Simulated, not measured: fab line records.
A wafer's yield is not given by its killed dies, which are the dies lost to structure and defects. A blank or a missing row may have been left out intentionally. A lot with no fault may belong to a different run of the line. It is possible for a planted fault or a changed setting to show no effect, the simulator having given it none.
A single fault, viewed from 2 desks + flow sky130 + each desk holds nothing but its own numbers, with what lay behind them at the end

== THE METROLOGY DESK ==
What the gauges read for every lot (on any tool): the sampled wafers with a number, averaged. The brackets show how far a lot's mean lies from the usual mean; more than 4 standard deviations puts the lot out of limits, marked OUT.
Columns: A = VIA3_W_THK at SKY_VIA3_THK_MEAS_23, usual 388 nm
| lot  | first seen here | A   |
|------|-----------------|-----|
| L844 | day 39 12:50    | 387 |
| L845 | day 40 07:01    | 392 |
| L846 | day 40 16:55    | 384 |
| L847 | day 40 20:59    | 387 |
| L848 | day 41 01:26    | 378 |
| L857 | day 43 14:14    | 391 |
| L858 | day 44 00:28    | 383 |
| L859 | day 44 11:49    | 394 |
| L860 | day 44 20:23    | 393 |
| L863 | day 45 07:16    | 387 |
| L865 | day 45 08:29    | 386 |
This desk's finding: nothing out of limits on any of the 11 lots.

== THE TOOL OWNER'S DESK: cmp-01 ==
The tool's own readings at SKY_VIA3_CMP_24 (polishes, stops on SiO2, t overpolish 20 s, target thk 0 nm): means of the sampled wafers that have a number, for each lot that ran on this tool. The brackets show how far a lot's mean lies from the usual mean; more than 4 standard deviations puts the lot out of limits, marked OUT.
Columns: A = edge_zone_pressure_frac at SKY_VIA3_CMP_24, usual 1.000; B = motor_current_A at SKY_VIA3_CMP_24, usual 11.3 A; C = overpolish_run_s at SKY_VIA3_CMP_24, usual 20.000 s; D = time_to_endpoint_s at SKY_VIA3_CMP_24, usual 94 s
| lot  | first seen here | A     | B    | C                        | D  |
|------|-----------------|-------|------|--------------------------|----|
| L844 | day 39 12:56    | 1.003 | 12.2 | 20.013                   | 89 |
| L846 | day 40 16:58    | 1.002 | 11.7 | 19.996                   | 98 |
| L848 | day 41 01:29    | 0.998 | 12.0 | 19.999                   | 89 |
| L857 | day 43 14:17    | 1.001 | 11.2 | 18.065 (-99 or more) OUT | 93 |
| L858 | day 44 00:34    | 0.997 | 11.8 | 18.060 (-99 or more) OUT | 87 |
This desk's finding: out of limits on L857, L858; first on L857, day 43 14:17 (overpolish_run_s at SKY_VIA3_CMP_24). L844, L846, L848 stayed within limits.

== TAKEN TOGETHER ==
An alarm could have come from the tool owner's desk at day 43 14:17, on L857, L858.
From the metrology desk's view, nothing was out of limits.
The metrology desk has L857, L858 on record, within its limits.
SKY_VIA3_CMP_24 was run on cmp-01 by each of the lots named.

== WHAT THE SIMULATOR HAD PUT IN ==
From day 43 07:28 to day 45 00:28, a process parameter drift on cmp-01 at SKY_VIA3_CMP_24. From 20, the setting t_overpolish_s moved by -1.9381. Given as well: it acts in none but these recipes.
Lots struck among those shown: L857, L858.
How many hours passed from the start of the fault until each desk's first out-of-limits reading: the tool owner's desk, 7.
